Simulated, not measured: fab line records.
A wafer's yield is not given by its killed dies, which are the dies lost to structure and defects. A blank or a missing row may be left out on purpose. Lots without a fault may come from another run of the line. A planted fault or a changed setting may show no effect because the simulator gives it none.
Which of the tools did it? | flow sky130 | Sampling: 14 lots, 42 wafers, 2 of 708 route steps

## WHAT EACH GAUGE READ, for each wafer
SKY_SONOS_ONO_THK_MEAS_03. Usual: for SONOS_ONO_CVD_02_THK the level is 10.53 nm and the standard deviation is 0.17.
lot  | measured     | on            | SONOS_ONO_CVD_02_THK (nm) | flag
L293 | day 11 18:07 | film_metro-04 | 10.52 10.47 10.42         |
L294 | day 11 22:35 | film_metro-02 | 10.67 10.83 10.79         |
L295 | day 12 07:04 | film_metro-04 | 10.64 10.71 10.64         |
L296 | day 12 21:47 | film_metro-04 | 10.54 10.37 10.42         |
L297 | day 13 06:49 | film_metro-04 | 10.48 10.65 10.69         |
L299 | day 13 11:02 | film_metro-01 | 10.76 10.70 10.67         |
L300 | day 14 00:05 | film_metro-04 | 10.49 10.72 10.64         |
L301 | day 14 16:47 | film_metro-01 | 9.42 9.56 9.65            | OFF
L303 | day 14 23:58 | film_metro-04 | 9.71 9.81 9.88            | OFF
L311 | day 17 16:17 | film_metro-02 | 10.37 10.32 10.60         |
L312 | day 18 06:15 | film_metro-04 | 10.50 10.36 10.40         |
L313 | day 18 11:43 | film_metro-01 | 10.67 10.60 10.70         |
L315 | day 19 00:46 | film_metro-04 | 10.97 10.83 10.93         |
L316 | day 19 08:20 | film_metro-02 | 10.33 10.49 10.48         |

## TOOL THAT RAN EACH LOT (tool first, then ch and the chambers of the sampled wafers, then the start)
lot  | SKY_SONOS_ONO_CVD_02
L293 | lpcvd-02 ch 1, day 11 17:04
L294 | lpcvd-02 ch 0, day 11 21:31
L295 | lpcvd-02 ch 1, day 12 06:00
L296 | lpcvd-02 ch 0, day 12 20:43
L297 | lpcvd-02 ch 1, day 13 05:46
L299 | lpcvd-02 ch 0, day 13 09:58
L300 | lpcvd-02 ch 1, day 13 23:02
L301 | lpcvd-02 ch 1, day 14 15:44
L303 | lpcvd-02 ch 1, day 14 22:55
L311 | lpcvd-02 ch 0, day 17 15:14
L312 | lpcvd-02 ch 1, day 18 05:12
L313 | lpcvd-02 ch 0, day 18 10:40
L315 | lpcvd-02 ch 1, day 18 23:10
L316 | lpcvd-02 ch 1, day 19 07:15
- SKY_SONOS_ONO_CVD_02: deposits Si3N4 from DCS/NH3, target thk 10.5 nm, time 180 s.

## AS READ BY THE TOOLS THEMSELVES (means over the sampled wafers that have a number; for cases with no such wafer, the mark the record gives instead)
SKY_SONOS_ONO_CVD_02. Usual: pressure_mtorr at 250.1 mTorr, with a standard deviation of 0.48.
lot  | tool     | pressure_mtorr (mTorr) | flag
L293 | lpcvd-02 | 250.3                  |
L294 | lpcvd-02 | 249.9                  |
L295 | lpcvd-02 | 250.0                  |
L296 | lpcvd-02 | 249.7                  |
L297 | lpcvd-02 | 249.8                  |
L299 | lpcvd-02 | 249.8                  |
L300 | lpcvd-02 | 250.1                  |
L301 | lpcvd-02 | 200.2                  | OFF
L303 | lpcvd-02 | 200.6                  | OFF
L311 | lpcvd-02 | 250.4                  |
L312 | lpcvd-02 | 250.0                  |
L313 | lpcvd-02 | 250.1                  |
L315 | lpcvd-02 | 250.0                  |
L316 | lpcvd-02 | 250.0                  |

## THE ANSWER, worked out from the rows above alone
Rule: a lot is off if the mean of its wafers that have a number lies more than 3 standard deviations from the usual mean. A lot without any number at a reading at which 4 lots or more have one is off too. Any other lot the step has rows for is counted as sound. After the gauges, taken in route order, come the tools' own readings; for these a lot's mean is taken, as printed above. The first step at which some lot is off is used, and at that step the reading that is off furthest; a lot without a number counts as furthest.
Off: at SKY_SONOS_ONO_THK_MEAS_03 (SONOS_ONO_CVD_02_THK), L301, L303.
If a tool, at a process step before that reading, ran all the lots that are off and no sound lot after the first of them, it fits. Not tried: the gauges at SKY_SONOS_ONO_THK_MEAS_03; whatever is off there is also off at SKY_SONOS_ONO_CVD_02, on other tools, and gauge error can't account for it. Of those tried, none fits.

## WHAT THE SIMULATOR HAD INSERTED
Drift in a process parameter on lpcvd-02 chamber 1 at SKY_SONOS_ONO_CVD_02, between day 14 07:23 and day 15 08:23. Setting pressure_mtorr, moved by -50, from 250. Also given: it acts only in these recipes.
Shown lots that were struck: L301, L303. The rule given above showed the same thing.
